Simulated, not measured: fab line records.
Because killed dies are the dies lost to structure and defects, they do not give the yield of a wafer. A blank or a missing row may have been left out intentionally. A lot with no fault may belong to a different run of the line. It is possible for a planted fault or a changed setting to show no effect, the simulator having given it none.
The tool behind it: which one? | flow sky130 | 36 wafers from 12 lots sampled at 5 of the route's 708 steps

WHAT THE GAUGES READ, wafer by wafer
Not one reading of a measure or inspect step in the record can be checked against a usual standard deviation.

WHAT TOOL EACH LOT RAN ON (gives the tool, then ch and the chambers of the sampled wafers, and finally the start)
lot  | SKY_METAL3_SPUTTER_04        | SKY_METAL4_ETCH_17                 | SKY_PAD_OPEN_ETCH_07               | SKY_PAD_OPEN_STRIP_08                | SKY_PAD_OPEN_PROBE_99
L222 | pvd_sputter-03, day 36 05:34 | rie_diel-02 ch 0,2,3, day 41 18:49 | rie_diel-03 ch 0,1,3, day 45 15:13 | plasma_asher-01 ch 0,1, day 45 15:19 | -
L225 | pvd_sputter-03, day 36 19:05 | rie_diel-04 ch 0,1,2, day 42 06:23 | rie_diel-03 ch 0,1,2, day 46 00:18 | plasma_asher-01 ch 0,1, day 46 00:25 | -
L223 | pvd_sputter-01, day 36 20:46 | rie_diel-02 ch 0,3, day 42 06:58   | rie_diel-03 ch 0,2,3, day 46 02:13 | plasma_asher-04 ch 0,1, day 46 02:20 | -
L224 | pvd_sputter-04, day 37 00:46 | rie_diel-01 ch 1,2, day 42 11:59   | rie_diel-03 ch 0,3, day 46 05:36   | plasma_asher-02 ch 0,1, day 46 05:43 | -
L226 | pvd_sputter-03, day 37 05:43 | rie_diel-04 ch 0,1,2, day 42 16:47 | rie_diel-02 ch 0,1,2, day 46 11:34 | plasma_asher-01 ch 1, day 46 11:40   | -
L227 | pvd_sputter-03, day 37 08:41 | rie_diel-01 ch 1,2,3, day 43 02:17 | rie_diel-02 ch 1,2,3, day 46 20:04 | plasma_asher-04 ch 0,1, day 46 20:11 | prober-01, day 46 22:23
L228 | pvd_sputter-03, day 38 02:38 | rie_diel-01 ch 1,2,3, day 43 09:44 | rie_diel-02 ch 0,2,3, day 47 02:22 | plasma_asher-01 ch 0,1, day 47 02:29 | prober-02, day 47 04:44
L238 | pvd_sputter-01, day 41 08:16 | rie_diel-02 ch 0,2, day 46 03:29   | rie_diel-03 ch 0,1,2, day 49 09:45 | plasma_asher-04 ch 0,1, day 49 09:52 | -
L240 | pvd_sputter-01, day 41 15:47 | rie_diel-02 ch 0,2,3, day 46 11:29 | rie_diel-03 ch 0,1,3, day 49 17:04 | plasma_asher-04 ch 0,1, day 49 17:10 | -
L241 | pvd_sputter-01, day 41 22:44 | rie_diel-02 ch 0,2,3, day 46 17:32 | rie_diel-03 ch 0,2,3, day 49 22:22 | plasma_asher-04 ch 1, day 49 22:28   | -
L242 | pvd_sputter-01, day 42 14:47 | rie_diel-04 ch 0,1,3, day 47 07:28 | rie_diel-02 ch 2,3, day 50 10:22   | plasma_asher-02 ch 0,1, day 50 10:28 | -
L244 | pvd_sputter-01, day 42 22:12 | rie_diel-04 ch 1,2, day 47 13:59   | rie_diel-04 ch 0,1,2, day 50 16:13 | plasma_asher-02 ch 0,1, day 50 16:22 | -
- SKY_METAL3_SPUTTER_04: material TiN, target thk 70 nm, time 58.3 s.
- SKY_METAL4_ETCH_17: etches SiO2 in C4F8/O2/Ar, stops on TiN, time 3.9 s, target depth 15 nm.
- SKY_PAD_OPEN_ETCH_07: etches the open film in CF4/O2, stops on AlCu, target depth 725 nm, time 161.1 s.
- SKY_PAD_OPEN_STRIP_08: strips in O2/N2.
- SKY_PAD_OPEN_PROBE_99

AS READ BY THE TOOLS THEMSELVES (means over the sampled wafers that have a number; for cases with no such wafer, the mark the record gives instead)
SKY_METAL3_SPUTTER_04. Usual: throttle_valve_pct reads 29.3 % (standard deviation 0.56).
lot  | tool           | throttle_valve_pct (%) | flag
L222 | pvd_sputter-03 | 28.7                   |
L225 | pvd_sputter-03 | 28.8                   |
L223 | pvd_sputter-01 | 29.5                   |
L224 | pvd_sputter-04 | 29.0                   |
L226 | pvd_sputter-03 | 28.8                   |
L227 | pvd_sputter-03 | 28.7                   |
L228 | pvd_sputter-03 | 28.9                   |
L238 | pvd_sputter-01 | 29.5                   |
L240 | pvd_sputter-01 | 29.7                   |
L241 | pvd_sputter-01 | 29.7                   |
L242 | pvd_sputter-01 | 29.9                   |
L244 | pvd_sputter-01 | 29.5                   |

SKY_METAL4_ETCH_17. Usual: oes_product_au reads 0.755 a.u. (standard deviation 0.0082).
lot  | tool        | oes_product_au (a.u.) | flag
L222 | rie_diel-02 | 0.757                 |
L225 | rie_diel-04 | 0.749                 |
L223 | rie_diel-02 | 0.745                 |
L224 | rie_diel-01 | 0.758                 |
L226 | rie_diel-04 | 0.761                 |
L227 | rie_diel-01 | 0.751                 |
L228 | rie_diel-01 | 0.749                 |
L238 | rie_diel-02 | 0.764                 |
L240 | rie_diel-02 | 0.752                 |
L241 | rie_diel-02 | 0.764                 |
L242 | rie_diel-04 | 0.747                 |
L244 | rie_diel-04 | 0.767                 |

SKY_PAD_OPEN_ETCH_07. Usual: drypump_motor_current_A 6.0 A, standard deviation 0.43; oes_product_au 0.980 a.u., standard deviation 0.008; throttle_valve_pct 5.966 %, standard deviation 0.0093.
lot  | tool        | drypump_motor_current_A (A) | oes_product_au (a.u.) | throttle_valve_pct (%) | flag
L222 | rie_diel-03 | 6.0                         | 0.984                 | 5.967                  |
L225 | rie_diel-03 | 6.1                         | 0.977                 | 5.963                  |
L223 | rie_diel-03 | 5.8                         | 0.985                 | 5.959                  |
L224 | rie_diel-03 | 5.6                         | 0.972                 | 5.967                  |
L226 | rie_diel-02 | 5.9                         | 0.974                 | 5.964                  |
L227 | rie_diel-02 | 5.7                         | 0.969                 | 5.964                  |
L228 | rie_diel-02 | 6.1                         | 0.973                 | 5.966                  |
L238 | rie_diel-03 | 6.1                         | 0.984                 | 5.963                  |
L240 | rie_diel-03 | 5.9                         | 0.974                 | 5.968                  |
L241 | rie_diel-03 | 5.8                         | 0.979                 | 5.973                  |
L242 | rie_diel-02 | 5.8                         | 0.979                 | 5.961                  |
L244 | rie_diel-04 | 6.3                         | 0.986                 | 5.972                  |

SKY_PAD_OPEN_STRIP_08. Usual: drypump_motor_current_A 5.7 A, standard deviation 0.42; o2_flow_sccm 2999 sccm, standard deviation 9.7; oes_product_au 0.664 a.u., standard deviation 0.0051; strip_time_to_endpoint_s 37.13 s, standard deviation 0.12.
lot  | tool            | drypump_motor_current_A (A) | o2_flow_sccm (sccm) | oes_product_au (a.u.) | strip_time_to_endpoint_s (s) | flag
L222 | plasma_asher-01 | 5.7                         | 2997                | 0.664                 | 37.03                        |
L225 | plasma_asher-01 | 5.3                         | 3003                | 0.660                 | 36.92                        |
L223 | plasma_asher-04 | 5.9                         | 2994                | 0.661                 | 37.11                        |
L224 | plasma_asher-02 | 5.4                         | 2993                | 0.662                 | 37.02                        |
L226 | plasma_asher-01 | 6.2                         | 2997                | 0.664                 | 37.14                        |
L227 | plasma_asher-04 | 6.0                         | 3002                | 0.664                 | 37.12                        |
L228 | plasma_asher-01 | 5.3                         | 2996                | 0.669                 | 37.16                        |
L238 | plasma_asher-04 | 5.9                         | 3007                | 0.667                 | 37.14                        |
L240 | plasma_asher-04 | 5.9                         | 3001                | 0.662                 | 37.07                        |
L241 | plasma_asher-04 | 6.0                         | 2993                | 0.661                 | 37.29                        |
L242 | plasma_asher-02 | 5.3                         | 2996                | 0.664                 | 36.92                        |
L244 | plasma_asher-02 | 5.3                         | 3002                | 0.665                 | 37.16                        |

SKY_PAD_OPEN_PROBE_99. Usual: defect_limited_yield 82.3 %, standard deviation 2; killed_at_M0_to_M3 43, standard deviation 7; killed_at_M4_up 3.5, standard deviation 1.9; killed_at_contacts 24, standard deviation 5.3; killed_at_front_end 15, standard deviation 4.4; killed_at_other 0.3, standard deviation 0.69; killed_dies 87, standard deviation 9.7; killed_open 48, standard deviation 7; killed_short 39, standard deviation 6.4; sort_bin_3_pad_short 0.9 %, standard deviation 0.46; sort_bin_5_function 10.5 %, standard deviation 1.4; sort_bin_6_memory 6.3 %, standard deviation 1.2; sort_n_pass 405, standard deviation 9.7; sort_yield_pct 82.3 %, standard deviation 2.
lot  | tool      | defect_limited_yield (%) | killed_at_M0_to_M3 | killed_at_M4_up | killed_at_contacts | killed_at_front_end | killed_at_other | killed_dies | killed_open | killed_short | sort_bin_3_pad_short (%) | sort_bin_5_function (%) | sort_bin_6_memory (%) | sort_n_pass | sort_yield_pct (%) | flag
L227 | prober-01 | 71.5                     | 104                | 6.0             | 16                 | 14                  | 0.0             | 140         | 38          | 38           | 5.0                      | 17.2                    | 6.3                   | 352         | 71.5               | OFF
L228 | prober-02 | 73.5                     | 91                 | 3.7             | 21                 | 13                  | 1.3             | 130         | 40          | 37           | 4.4                      | 15.2                    | 6.8                   | 362         | 73.5               | OFF

THE ANSWER, worked out from the rows above alone
Rule: a lot counts as off when the mean over its wafers that have a number is more than 3 standard deviations away from the usual mean. Also off: a lot with no number at a reading for which 4 or more lots have one. Where the step has rows for the other lots, those lots are counted as sound. The gauges are gone through in route order, then the tools' own readings, and for those a lot's mean is taken as printed above. The first step at which some lot is off is used, and at that step the reading that is off furthest; a lot without a number counts as furthest.
Off: L227, L228 (SKY_PAD_OPEN_PROBE_99, sort_bin_3_pad_short). Neither off nor sound, because the step has no rows for them: L222, L225, L223, L224, L226, L238, L240, L241, L242, L244.
A tool fits if, at that step or a process step before it, it ran every lot that is off, and no sound lot after the first of them. Can't be told from this: 3 tools fit, pvd_sputter-03 at SKY_METAL3_SPUTTER_04, rie_diel-01 at SKY_METAL4_ETCH_17, rie_diel-02 at SKY_PAD_OPEN_ETCH_07.

WHAT WAS PUT IN BY THE SIMULATOR
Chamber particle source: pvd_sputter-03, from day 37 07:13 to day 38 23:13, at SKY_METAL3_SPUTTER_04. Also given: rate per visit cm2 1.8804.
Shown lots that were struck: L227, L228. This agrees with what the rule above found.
